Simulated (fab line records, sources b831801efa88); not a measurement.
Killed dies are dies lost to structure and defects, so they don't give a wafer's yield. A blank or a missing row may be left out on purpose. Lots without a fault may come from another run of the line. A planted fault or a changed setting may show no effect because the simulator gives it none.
fab line records | flow sky130
record lots=5 wafers=15 last_day=50
route steps=708 shown FIELD_ISO@17 NWELL@32 DNWELL@35 PWDE@45 SALICIDE@361 PAD_OPEN@708
lots that met no fault: from a run of the same line without faults
start_h: hours from the record's first day to the start of the lot's first wafer shown | wait_h: hours since the lot's step before | " the same as in the row above | L1.1+2: a row that stands for several wafers | - no value, or no start given | * or withheld: withheld | < > ~ a bound
route shown NAME@n: a module of which the file shows steps, and the number in the route of the first | usual: mean/standard deviation of fault-free wafers | same: alike in all rows | chamber/n: place in a boat | sites: the reading at each site | _std_site: their standard deviation | _edge_site: outer sites' mean less inner sites' | radius_mm: how far each site lies from the wafer's centre | mask NAME#n: copy n | behind: the tool/chamber that last shaped the wafer | hold: why the lot was held/for how many hours/how that ended | device: the transistor (n, p or np) that didn't switch | end of line: the same wafers' tests at the end of the route | a step without rows: its recipe alone | killed: dies lost to structure and defects at the first sort, not the wafer's yield | map: a wafer's dies, x killed, . not, _ none there
set.NAME: the setting as run; set.NAME@STEP: as run at that earlier step | model.NAME: the simulator's own value behind a step, which no gauge read
lots at some steps of the route; a table a step, a row a wafer
services: from which hour (start_h, from the record's first day; less than 0 if before it) a tool's chamber was out of use, for how many hours, and why
## steps
# step SKY_FIELD_ISO_STRIP_16
# recipe chemistry=O2/N2 power_w=1400 pressure_mtorr=1500 platen_temp_c=withheld o2_flow_sccm=3000 n2_flow_sccm=300 overash_fraction=0.5
# step SKY_FIELD_ISO_ETCH_17
# recipe target_depth_a=3420 mask_material=Si3N4 chemistry=HBr/Cl2/O2 target=Si taper_deg=5 icp_w=600 bias_w=150 pressure_mtorr=15 HBr_flow_sccm=150 Cl2_flow_sccm=40 O2_flow_sccm=6 time_s=97.7
# step SKY_FIELD_ISO_WET_ETCH_18
# recipe chemistry=H3PO4 target_depth_nm=25 temp_c=160 target=Si3N4 time_s=286
# step SKY_FIELD_ISO_CLEAN_19
# recipe chemistry=SC1/SC2 mix=1:4:20 temp_c=70 time_s=150
# step SKY_FIELD_ISO_CLEAN_20
# recipe chemistry=dHF time_s=20 dilution=100:1
# step SKY_FIELD_ISO_WET_ETCH_21
# recipe chemistry=dHF dilution=100:1 target_depth_nm=20 dry=ipa_marangoni target=SiO2 temp_c=25 time_s=400
# step SKY_FIELD_ISO_OXIDATION_22
# recipe temp_c=950 ambient=O2 stabilise_s=600 purge_s=300 target_thk_a=100 ox_time_s=623
# step SKY_FIELD_ISO_CVD_24
# recipe material=SiO2 target_thk_nm=595 temp_c=650 sigma_open_frac=0.3 time_s=99.2 sih4_flow_sccm=60 pressure_mtorr=6
# step SKY_FIELD_ISO_ANNEAL_26
# recipe temp_c=1000 time_s=1800 ambient=N2
# step SKY_FIELD_ISO_CMP_27
# recipe stop_on=Si3N4 t_overpolish_s=14.79 down_force_psi=4 platen_rpm=60 target_thk_nm=457.8 pad_velocity_m_s=0.94248
# step SKY_FIELD_ISO_WET_ETCH_28
# recipe chemistry=dHF target_depth_nm=23.7 target=SiO2 dilution=10:1 temp_c=25 time_s=47
# usual bath_heat_duty_pct=6.3/0.57 temp_c=25.00/0.11
# columns lot.wafer tool chamber start_h wait_h bath_heat_duty_pct temp_c model.SiO2_of_FIELD_ISO_CVD_24.thk_nm
L971.1 wet_bench-02 1 33.98 0.2 5.9 24.92 434.4
L971.5 " 1 " " 6.1 25.02 433.3
L971.6 " 1 " " 7.2 25.00 434.9
L981.3 wet_bench-02 1 86.55 0.2 28.2 41.88 412
L981.4 " 1 " " 29.5 41.91 412
L981.5 " 1 " " 30.3 41.95 412
L983.2 wet_bench-02 0 95.24 0.1 31.5 41.99 413.5
L983.3 " 0 " " 31.1 41.98 413.7
L983.4 " 0 " " 31.2 41.85 413.2
L985.1 wet_bench-02 1 108.58 0.1 30.4 42.06 411.6
L985.2 " 1 " " 30.2 41.69 412.8
L985.4 " 1 " " 30.1 42.03 411.2
L993.1 wet_bench-03 2 149.45 0.1 6.0 25.10 431.3
L993.2 " 2 " " 6.4 25.05 432.4
L993.6 " 2 " " 6.2 25.06 431.8
# step SKY_FIELD_ISO_WET_ETCH_29
# recipe chemistry=H3PO4 target_depth_nm=160 target=Si3N4 temp_c=160 time_s=1825
# step SKY_FIELD_ISO_WET_ETCH_30
# recipe chemistry=dHF target_depth_nm=25 target=SiO2 dilution=10:1 temp_c=25 time_s=50
# step SKY_NWELL_CLEAN_00
# recipe chemistry=SC1/SC2 mix=1:4:20 temp_c=70 time_s=150 dry=n2_spin
# step SKY_NWELL_OXIDATION_01
# recipe temp_c=900 ambient=O2 stabilise_s=600 purge_s=300 target_thk_a=100 ox_time_s=1418
# step SKY_DNWELL_DEHYDRATE_00
# recipe temp_c=200 time_s=60
# step SKY_DNWELL_HMDS_01
# recipe prime_time_s=60 prime_temp_c=120
# step SKY_DNWELL_COAT_02
# recipe spin_rpm=2000 resist_thk_nm=3000
# step SKY_DNWELL_SOFTBAKE_03
# recipe temp_c=110 time_s=withheld
# step SKY_DNWELL_EXPOSE_04
# recipe mask_id=DNM na=0.57 target_cd_nm=3000 dose_mj=222
# step SKY_DNWELL_PEB_05
# recipe temp_c=115 time_s=withheld
# step SKY_DNWELL_DEVELOP_06
# recipe wall_angle_deg=90 developer=TMAH develop_time_s=60 dev_temp_c=23
# step SKY_DNWELL_IMPLANT_07
# recipe species=P energy_kev=withheld dose_cm2=withheld tilt_deg=withheld
# step SKY_DNWELL_STRIP_08
# recipe chemistry=O2/N2 power_w=1400 pressure_mtorr=1500 platen_temp_c=withheld o2_flow_sccm=3000 n2_flow_sccm=300 overash_fraction=0.5
# step SKY_PWDE_DEHYDRATE_00
# recipe temp_c=200 time_s=60
# step SKY_PWDE_HMDS_01
# recipe prime_time_s=60 prime_temp_c=120
# step SKY_PWDE_COAT_02
# recipe spin_rpm=2000 resist_thk_nm=3000
# step SKY_PWDE_SOFTBAKE_03
# recipe temp_c=110 time_s=withheld
# step SKY_PWDE_EXPOSE_04
# recipe mask_id=PWDEM na=0.6 source_shape=conventional sigma_outer=0.6 polarization=unpolarized target_cd_nm=840 dose_mj=214
# step SKY_PWDE_PEB_05
# recipe temp_c=115 time_s=withheld
# step SKY_PWDE_DEVELOP_06
# recipe wall_angle_deg=90 developer=TMAH develop_time_s=60 dev_temp_c=23
# step SKY_PWDE_IMPLANT_08
# recipe species=B energy_kev=150 dose_cm2=3.684e+12 tilt_deg=withheld
# step SKY_PWDE_STRIP_09
# recipe chemistry=O2/N2 power_w=1400 pressure_mtorr=1500 platen_temp_c=withheld o2_flow_sccm=3000 n2_flow_sccm=300 overash_fraction=0.5
# step SKY_NWELL_DEHYDRATE_03
# recipe temp_c=200 time_s=60
# step SKY_NWELL_HMDS_04
# recipe prime_time_s=60 prime_temp_c=120
# step SKY_NWELL_COAT_05
# recipe spin_rpm=2000 resist_thk_nm=3000
# step SKY_SALICIDE_CLEAN_00
# recipe chemistry=HF-last time_s=30 dilution=100:1 dry=ipa_marangoni
# columns lot.wafer tool chamber start_h wait_h model.SiO2_of_FIELD_ISO_CVD_24.thk_nm
L971.1 wet_bench-04 2 654.38 0.1 358.7
L971.5 " 2 " " 357.6
L971.6 " 2 " " 359.4
L981.3 wet_bench-04 2 735.74 0.1 336.2
L981.4 " 2 " " 336.4
L981.5 " 2 " " 336.3
L983.2+4 wet_bench-04 1 739.18 0.1 337.9
L983.3 " 1 " " 338.3
L985.1 wet_bench-04 0 759.14 0.1 335.8
L985.2 " 0 " " 337.3
L985.4 " 0 " " 335.5
L993.1 wet_bench-03 2 815.69 0.1 355.8
L993.2 " 2 " " 356.8
L993.6 " 2 " " 356.2
# step SKY_PAD_OPEN_PROBE_99
# usual killed_at_M0_to_M3=43/6.3 killed_at_M4_up=3.3/1.7 killed_at_contacts=24/5.4 killed_at_front_end=16/4.6 killed_at_other=0.4/0.7 killed_dies=87/9.4 killed_open=47/6.9 killed_short=39/6.1
# same gross_dies=492 killed_at_back_side=0
# columns lot.wafer tool chamber start_h wait_h killed_at_M0_to_M3 killed_at_M4_up killed_at_contacts killed_at_front_end killed_at_other killed_dies killed_open killed_short model.etest.res_p_drift_20v.line_ohm_um model.etest.res_p_drift_20v.rs_ohm_sq model.etest.pfet_16v.r_on_ohm_um model.etest.res_iso_pwell.rs_ohm_sq model.etest.res_iso_pwell.line_ohm_um model.etest.res_nwell.line_ohm_um model.etest.res_nwell.rs_ohm_sq model.etest.cap_li_to_poly.c_af_um2
L971.1 prober-01 - 1083.65 0.1 44 4 21 15 0 84 50 34 1.068e+04 8797 1.503e+04 2908 1109 1094 926.4 102.2
L971.5 prober-01 - 1083.85 0.2 38 3 12 16 0 69 44 25 1.058e+04 8738 1.5e+04 2875 1078 1110 918.9 100.7
L971.6 prober-01 - 1083.90 0.2 49 8 22 21 0 100 51 49 1.091e+04 9125 1.531e+04 3005 1127 1131 937.1 98.17
L981.3 prober-02 - 1140.41 0.2 44 3 18 29 0 94 52 38 9916 8254 1.456e+04 2578 974.9 1070 883 90.49
L981.4 prober-02 - 1140.46 0.2 38 1 28 30 0 97 45 48 9926 8256 1.465e+04 2578 961.5 1065 876.8 93.67
L981.5 prober-02 - 1140.51 0.2 40 5 31 18 2 96 54 41 9650 7958 1.439e+04 2526 945.2 1079 873.2 92.71
L983.2 prober-01 - 1144.33 0.1 39 3 25 26 0 93 57 36 1.122e+04 9483 1.452e+04 2590 982.2 1070 886.2 94.25
L983.3 prober-01 - 1144.38 0.2 56 3 11 9 0 79 41 38 1.151e+04 9634 1.472e+04 2633 1008 1089 894 91.38
L983.4 prober-01 - 1144.43 0.2 49 3 21 24 1 98 56 42 1.132e+04 9514 1.473e+04 2587 976 1074 893.7 91.68
L985.1 prober-01 - 1156.97 0.1 35 3 36 12 1 87 51 34 1.002e+04 8354 1.458e+04 2527 959.2 1065 886 92.89
L985.2 prober-01 - 1157.02 0.1 43 2 27 17 0 89 51 37 1.02e+04 8436 1.451e+04 2542 963.5 1074 889 93.21
L985.4 prober-01 - 1157.12 0.2 48 2 35 19 0 104 58 45 1.004e+04 8301 1.453e+04 2504 938 1068 879.5 91.94
L993.1 prober-01 - 1192.68 0.1 45 5 25 25 0 100 60 40 1.171e+04 9782 1.51e+04 2850 1065 1095 912.5 101.9
L993.2 prober-01 - 1192.73 0.1 43 2 24 14 0 83 37 46 1.092e+04 9241 1.474e+04 2679 1008 1067 884.9 97.9
L993.6 prober-01 - 1192.93 0.2 43 2 18 14 0 77 41 36 1.113e+04 9424 1.485e+04 2742 1020 1080 887.3 95.92
# killed by level:class
L971.1 VIA1:geometric_particle:open=11 CONTACT:geometric_particle:open=8 VIA2:geometric_particle:open=8 VIA3:geometric_particle:open=6 METAL1:geometric_particle:short=6 FIELD_ISO:geometric_particle:short=5 FIELD_ISO:geometric_particle:open=5 VIA1:geometric_particle:short=4
L971.5 VIA1:geometric_particle:open=12 FIELD_ISO:geometric_particle:open=7 VIA2:geometric_particle:open=5 VIA3:geometric_particle:open=5 CONTACT:geometric_particle:short=4 CONTACT:geometric_particle:open=4 METAL1:geometric_particle:short=4 VIA3:geometric_particle:short=3
L971.6 VIA1:geometric_particle:open=13 FIELD_ISO:geometric_particle:short=8 FIELD_ISO:geometric_particle:open=7 LI_CONTACT:geometric_particle:short=7 METAL3:geometric_particle:short=6 VIA3:geometric_particle:open=6 CONTACT:geometric_particle:open=5 LI_CONTACT:geometric_particle:open=4
L981.3 VIA1:geometric_particle:open=13 POLY_GATE:geometric_particle:open=10 VIA1:geometric_particle:short=9 LI_CONTACT:geometric_particle:open=8 FIELD_ISO:geometric_particle:open=6 METAL2:geometric_particle:short=4 VIA2:geometric_particle:open=4 VIA3:geometric_particle:short=4
L981.4 LI_CONTACT:geometric_particle:open=13 FIELD_ISO:geometric_particle:short=10 VIA1:geometric_particle:open=10 VIA2:geometric_particle:short=6 CONTACT:geometric_particle:open=5 CONTACT:geometric_particle:short=5 METAL1:geometric_particle:short=5 FIELD_ISO:geometric_particle:open=4
L981.5 CONTACT:geometric_particle:open=11 VIA1:geometric_particle:open=10 LI_CONTACT:geometric_particle:open=9 VIA2:geometric_particle:open=8 VIA3:geometric_particle:open=7 POLY_GATE:geometric_particle:short=6 LOCAL_INTERCONNECT:geometric_particle:short=6 FIELD_ISO:geometric_particle:short=5
L983.2 VIA1:geometric_particle:open=12 CONTACT:geometric_particle:open=11 FIELD_ISO:geometric_particle:open=7 POLY_GATE:geometric_particle:open=7 POLY_GATE:geometric_particle:short=6 METAL1:geometric_particle:short=6 LI_CONTACT:geometric_particle:open=6 VIA3:geometric_particle:open=5
L983.3 VIA1:geometric_particle:open=15 METAL1:geometric_particle:short=9 VIA1:geometric_particle:short=6 VIA3:geometric_particle:open=6 VIA2:geometric_particle:open=5 FIELD_ISO:geometric_particle:open=4 CONTACT:geometric_particle:open=4 VIA2:geometric_particle:short=4
L983.4 VIA1:geometric_particle:open=16 CONTACT:geometric_particle:open=10 POLY_GATE:geometric_particle:open=7 VIA1:geometric_particle:short=7 POLY_GATE:geometric_particle:short=6 VIA3:geometric_particle:open=6 METAL1:geometric_particle:short=5 FIELD_ISO:geometric_particle:open=4
L985.1 CONTACT:geometric_particle:open=13 LI_CONTACT:geometric_particle:open=8 VIA2:geometric_particle:open=8 CONTACT:geometric_particle:short=7 METAL1:geometric_particle:short=6 LOCAL_INTERCONNECT:geometric_particle:short=5 VIA1:geometric_particle:open=5 VIA3:geometric_particle:open=4
L985.2 CONTACT:geometric_particle:open=13 LI_CONTACT:geometric_particle:open=7 VIA3:geometric_particle:open=7 VIA1:geometric_particle:open=7 METAL1:geometric_particle:short=5 FIELD_ISO:geometric_particle:short=4 POLY_GATE:geometric_particle:short=4 LOCAL_INTERCONNECT:geometric_particle:short=4
L985.4 CONTACT:geometric_particle:open=17 METAL2:geometric_particle:short=11 VIA1:geometric_particle:open=10 LI_CONTACT:geometric_particle:open=8 METAL1:geometric_particle:short=8 VIA3:geometric_particle:open=7 FIELD_ISO:geometric_particle:open=5 VIA2:geometric_particle:short=5
L993.1 POLY_GATE:geometric_particle:open=10 CONTACT:geometric_particle:open=10 VIA1:geometric_particle:open=10 LI_CONTACT:geometric_particle:open=8 POLY_GATE:geometric_particle:short=8 VIA2:geometric_particle:open=8 VIA1:geometric_particle:short=7 VIA3:geometric_particle:open=7
L993.2 CONTACT:geometric_particle:open=9 METAL1:geometric_particle:short=8 VIA1:geometric_particle:open=8 LOCAL_INTERCONNECT:geometric_particle:short=7 METAL2:geometric_particle:short=7 VIA3:geometric_particle:short=6 VIA2:geometric_particle:open=5 FIELD_ISO:geometric_particle:open=3
L993.6 CONTACT:geometric_particle:open=8 VIA1:geometric_particle:open=8 POLY_GATE:geometric_particle:open=6 METAL2:geometric_particle:short=6 VIA2:geometric_particle:open=5 VIA1:geometric_particle:short=4 VIA2:geometric_particle:short=4 METAL3:geometric_particle:short=4
## services
# columns tool chamber start_h hours kind
wet_bench-03 - 36.38 8.9 repair
wet_bench-03 - 179.36 5.0 repair
wet_bench-02 - 248.27 2.8 repair
wet_bench-03 - 302.02 46.5 pm
wet_bench-03 - 348.50 4.4 pm
wet_bench-02 - 386.78 1.8 repair
wet_bench-02 - 565.56 2.1 repair
wet_bench-03 - 593.39 1.9 pm
wet_bench-02 - 732.03 3.0 repair
wet_bench-04 - 785.17 1.6 repair
## key
first_sign step=SKY_FIELD_ISO_WET_ETCH_28 reading=temp_c direction=up sigmas=99+ usual=* struck=*
effect step=SKY_FIELD_ISO_WET_ETCH_28 reading=bath_heat_duty_pct direction=up sigmas=42 usual=6.3 struck=30.3
model_effect step=SKY_FIELD_ISO_WET_ETCH_28 value=SiO2_of_FIELD_ISO_CVD_24.thk_nm without=432.7 struck=412.5
model_effect step=SKY_SALICIDE_CLEAN_00 value=SiO2_of_FIELD_ISO_CVD_24.thk_nm without=357.1 struck=336.9
model_effect step=SKY_PAD_OPEN_PROBE_99 value=etest.res_p_drift_20v.line_ohm_um without=1.186e+04 struck=1.042e+04
met_at SKY_FIELD_ISO_WET_ETCH_28
struck_wafers L981.3,L981.4,L981.5,L983.2,L983.3,L983.4,L985.1,L985.2,L985.4
tester_left_out L981,L983,L985
onset_between 33.98 86.55
fault kind=process_parameter_drift tool=wet_bench-02 chamber=- onset_h=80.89 steps=SKY_FIELD_ISO_WET_ETCH_28 channel=temp_c offset=* shape=step end_h=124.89 acts_in=* stated=*
# tester_left_out: of these lots the tester's yield and bins aren't shown, on N5 and GAA mostly nor the transistor test; their killed dies are dies lost to structure and defects alone, not to doping, threshold or leakage, so they don't give the yield
